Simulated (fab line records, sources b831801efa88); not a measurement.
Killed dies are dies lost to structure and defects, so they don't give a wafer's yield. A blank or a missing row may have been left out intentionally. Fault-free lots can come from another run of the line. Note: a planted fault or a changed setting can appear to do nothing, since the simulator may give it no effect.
Which tool is to blame? + flow sky130 + 33 wafers from 11 lots sampled at 5 of the route's 708 steps

== WHAT THE GAUGES SHOWED, per wafer ==
SKY_SD_P_TW_MEAS_11.
| lot  | measured     | on            | SD_P_TW        |
|------|--------------|---------------|----------------|
| L129 | day 26 07:43 | film-metro-04 | 2813 2818 2819 |
| L130 | day 26 22:01 | film-metro-02 | 2852 2856 2854 |
| L131 | day 27 13:20 | film-metro-02 | 2855 2856 2848 |
| L132 | day 27 17:28 | film-metro-04 | 2829 2823 2829 |
| L133 | day 27 18:35 | film-metro-04 | 2812 2819 2822 |
| L134 | day 27 23:38 | film-metro-04 | 2808 2820 2817 |
| L142 | day 30 20:32 | film-metro-04 | 2816 2802 2814 |
| L146 | day 32 06:14 | film-metro-04 | 2817 2803 2825 |
| L150 | day 33 02:48 | film-metro-04 | 2813 2821 2813 |
| L151 | day 33 10:28 | film-metro-02 | 2831 2851 2840 |
| L152 | day 33 12:04 | film-metro-02 | 2842 2831 2830 |

SKY_SD_N_RS_MEAS_18: a four-point-probe measurement.
| lot  | measured     | on            | RES_XHIGH_RS (ohm/sq) |
|------|--------------|---------------|-----------------------|
| L129 | day 28 19:57 | film-metro-01 | 335.6 334.1 335.0     |
| L130 | day 29 09:16 | film-metro-01 | 335.4 334.4 335.4     |
| L131 | day 30 00:16 | film-metro-01 | 334.1 333.5 332.8     |
| L132 | day 30 03:56 | film-metro-04 | 332.4 331.3 331.9     |
| L133 | day 30 04:10 | film-metro-01 | 333.4 331.8 334.3     |
| L134 | day 30 10:41 | film-metro-02 | 334.5 333.7 333.4     |
| L142 | day 33 05:03 | film-metro-01 | 332.6 332.2 332.7     |
| L146 | day 34 13:23 | film-metro-01 | 334.1 333.6 333.5     |
| L150 | day 35 09:43 | film-metro-01 | 333.2 333.3 334.0     |
| L151 | day 35 18:02 | film-metro-04 | 333.3 333.9 334.8     |
| L152 | day 35 18:59 | film-metro-04 | 332.4 333.3 333.0     |

SKY_LI_CONTACT_THK_MEAS_01.
| lot  | measured     | on            | LI_CONTACT_HDPCVD_THK (nm) |
|------|--------------|---------------|----------------------------|
| L129 | day 28 20:11 | film-metro-01 | 936 926 928                |
| L130 | day 29 09:31 | film-metro-04 | 916 932 922                |
| L131 | day 30 00:31 | film-metro-02 | 918 930 927                |
| L132 | day 30 04:10 | film-metro-02 | 918 918 921                |
| L133 | day 30 04:23 | film-metro-02 | 932 930 917                |
| L134 | day 30 10:56 | film-metro-01 | 928 936 923                |
| L142 | day 33 05:17 | film-metro-04 | 327 934 294                |
| L146 | day 34 13:36 | film-metro-01 | 933 922 939                |
| L150 | day 35 09:58 | film-metro-01 | 918 941 927                |
| L151 | day 35 18:17 | film-metro-04 | 912 937 903                |
| L152 | day 35 19:12 | film-metro-01 | 928 909 910                |

== EACH LOT AND THE TOOL THAT RAN IT (in order: tool; ch and the chambers of the sampled wafers; start) ==
| lot  | SKY_POLY_CUT_STRIP_12                | SKY_LI_CONTACT_HDPCVD_00         |
|------|--------------------------------------|----------------------------------|
| L129 | plasma-asher-04 ch 0,1, day 25 01:01 | hdpcvd-01 ch 1,2, day 28 20:04   |
| L130 | plasma-asher-02 ch 0, day 25 15:53   | hdpcvd-02 ch 0,1, day 29 09:25   |
| L131 | plasma-asher-02 ch 0,1, day 26 07:37 | hdpcvd-02 ch 0,1, day 30 00:25   |
| L132 | plasma-asher-01 ch 0, day 26 11:25   | hdpcvd-02 ch 0,1,2, day 30 04:04 |
| L133 | plasma-asher-04 ch 0,1, day 26 12:43 | hdpcvd-01 ch 1,2, day 30 04:17   |
| L134 | plasma-asher-01 ch 0,1, day 26 17:44 | hdpcvd-02 ch 0,1,2, day 30 10:50 |
| L142 | plasma-asher-02 ch 0,1, day 29 15:10 | hdpcvd-01 ch 0,1,2, day 33 05:11 |
| L146 | plasma-asher-04 ch 0,1, day 31 01:43 | hdpcvd-02 ch 0,1, day 34 13:29   |
| L150 | plasma-asher-02 ch 0,1, day 31 23:13 | hdpcvd-02 ch 0,1, day 35 09:52   |
| L151 | plasma-asher-02 ch 0,1, day 32 06:35 | hdpcvd-02 ch 0,1,2, day 35 18:11 |
| L152 | plasma-asher-04 ch 0,1, day 32 08:10 | hdpcvd-02 ch 0,1,2, day 35 19:05 |
- SKY_POLY_CUT_STRIP_12: strips in O2/N2.
- SKY_LI_CONTACT_HDPCVD_00: deposits PSG, target thk 930 nm, time 155 s.

== WHAT THE TOOLS THEMSELVES READ (means of the sampled wafers that have a number; where no wafer has one, the mark that the record gives instead) ==
SKY_POLY_CUT_STRIP_12.
| lot  | tool            | drypump-motor-current-A (A) | oes-product-au (a.u.) | strip-time-to-endpoint-s (s) |
|------|-----------------|-----------------------------|-----------------------|------------------------------|
| L129 | plasma-asher-04 | 6.3                         | 0.454                 | 5.353                        |
| L130 | plasma-asher-02 | 5.4                         | 0.452                 | 5.352                        |
| L131 | plasma-asher-02 | 5.3                         | 0.450                 | 5.371                        |
| L132 | plasma-asher-01 | 5.0                         | 0.451                 | 5.347                        |
| L133 | plasma-asher-04 | 6.3                         | 0.446                 | 5.331                        |
| L134 | plasma-asher-01 | 5.3                         | 0.452                 | 5.377                        |
| L142 | plasma-asher-02 | 5.3                         | 0.448                 | 5.345                        |
| L146 | plasma-asher-04 | 6.3                         | 0.448                 | 5.357                        |
| L150 | plasma-asher-02 | 5.4                         | 0.453                 | 5.372                        |
| L151 | plasma-asher-02 | 5.4                         | 0.454                 | 5.342                        |
| L152 | plasma-asher-04 | 6.3                         | 0.449                 | 5.362                        |

== THE ANSWER, worked out from the rows above alone ==
Rule: usual is defined by the lots themselves. Put in order of their means at a reading, lots are off if they are a third of the lots or fewer, leave a main group of 4 or more, and stand apart from it by a gap of 3 or more times the standard deviation of the main group's means; of several such gaps the widest counts. Not used: any main group whose means are identical at the precision the tables above print for the reading. Also off: a lot with no number at a reading for which 4 or more lots have one. Where the step has rows for the other lots, those lots are counted as sound. After the gauges, taken in route order, come the tools' own readings; for these a lot's mean is taken, as printed above. The first step at which some lot is off is used, and at that step the reading that is off furthest; a lot without a number counts as furthest.
Off: L142, at SKY_LI_CONTACT_THK_MEAS_01 (LI_CONTACT_HDPCVD_THK). For the main group the mean is 925 nm and the standard deviation 5.3.
If a tool, at a process step before that reading, ran all the lots that are off and no sound lot after the first of them, it fits. Those tools and the gauges at SKY_LI_CONTACT_THK_MEAS_01 are tried in the same way. One fits: SKY_LI_CONTACT_HDPCVD_00 on hdpcvd-01. Its last sound lot is L133 (day 30 04:17), its first lot that is off L142 (day 33 05:11): a fault that began between those two fits.

== WHAT THE SIMULATOR HAD PUT IN ==
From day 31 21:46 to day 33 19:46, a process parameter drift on hdpcvd-01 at SKY_LI_CONTACT_HDPCVD_00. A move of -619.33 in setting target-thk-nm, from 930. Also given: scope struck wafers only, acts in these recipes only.
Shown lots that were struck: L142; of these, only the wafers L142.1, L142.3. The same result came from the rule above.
